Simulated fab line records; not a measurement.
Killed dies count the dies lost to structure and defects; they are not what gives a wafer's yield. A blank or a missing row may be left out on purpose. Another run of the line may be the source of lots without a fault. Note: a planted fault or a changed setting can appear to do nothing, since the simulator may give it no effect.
2 desks looking at one fault / flow gf180mcu / every desk sees just its own numbers, and what lay behind them comes last

== THE METROLOGY DESK ==
Means of the sampled wafers that have a number, per lot and without regard to the tool the lot ran on: this is what the gauges read. Any lot whose mean is over 4 standard deviations away from the usual mean is out of limits and marked OUT; that distance is given in the brackets.
Columns: A = cdNm at GF_M2_CD_MEAS_14, usual 280.0 nm
lot=L630; first seen here=day 19 02:49; A=280.4
lot=L631; first seen here=day 19 13:33; A=279.4
lot=L632; first seen here=day 19 19:24; A=279.0
lot=L634; first seen here=day 20 21:19; A=280.8
lot=L635; first seen here=day 21 02:57; A=280.6
lot=L642; first seen here=day 23 17:58; A=285.2 (+4.4) OUT
lot=L648; first seen here=day 25 18:55; A=282.3
lot=L650; first seen here=day 26 05:07; A=278.0
lot=L651; first seen here=day 26 14:13; A=279.6
lot=L652; first seen here=day 26 20:07; A=280.1
lot=L653; first seen here=day 27 00:55; A=280.2
This desk's finding: out of limits on L642; first on L642, day 23 17:58 (cdNm at GF_M2_CD_MEAS_14). Within limits: L630, L631, L632, L634, L635, L648, L650, L651, L652, L653.

== DESK OF THE TOOL OWNER: lithoTrack-02 ==
The tool's own readings at GF_M2_COAT_09 (resist thk 1000 nm): means of the sampled wafers that have a number, for each lot that ran on this tool. Any lot whose mean is over 4 standard deviations away from the usual mean is out of limits and marked OUT; that distance is given in the brackets.
Columns: A = exhaustPa at GF_M2_COAT_09, usual 44.8 Pa
lot=L630; first seen here=day 18 14:59; A=45.3
lot=L632; first seen here=day 19 07:00; A=45.1
lot=L635; first seen here=day 20 14:51; A=45.4
lot=L642; first seen here=day 23 06:09; A=44.1
Result from this desk: across the 4 lots, nothing is out of limits.

== BROUGHT TOGETHER ==
Metrology desk: alarm possible at day 23 17:58 on L642.
The desk of the tool owner found nothing out of limits.
The tool owner's desk has L642 on record, within its limits.
Of the lots named, all ran GF_M2_COAT_09 on lithoTrack-02.

== WHAT WAS PUT IN BY THE SIMULATOR ==
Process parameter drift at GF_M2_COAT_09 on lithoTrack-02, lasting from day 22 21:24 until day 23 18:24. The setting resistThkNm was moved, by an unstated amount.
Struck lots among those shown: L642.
Hours from the fault's start to each desk's first reading out of limits: the metrology desk, 21.
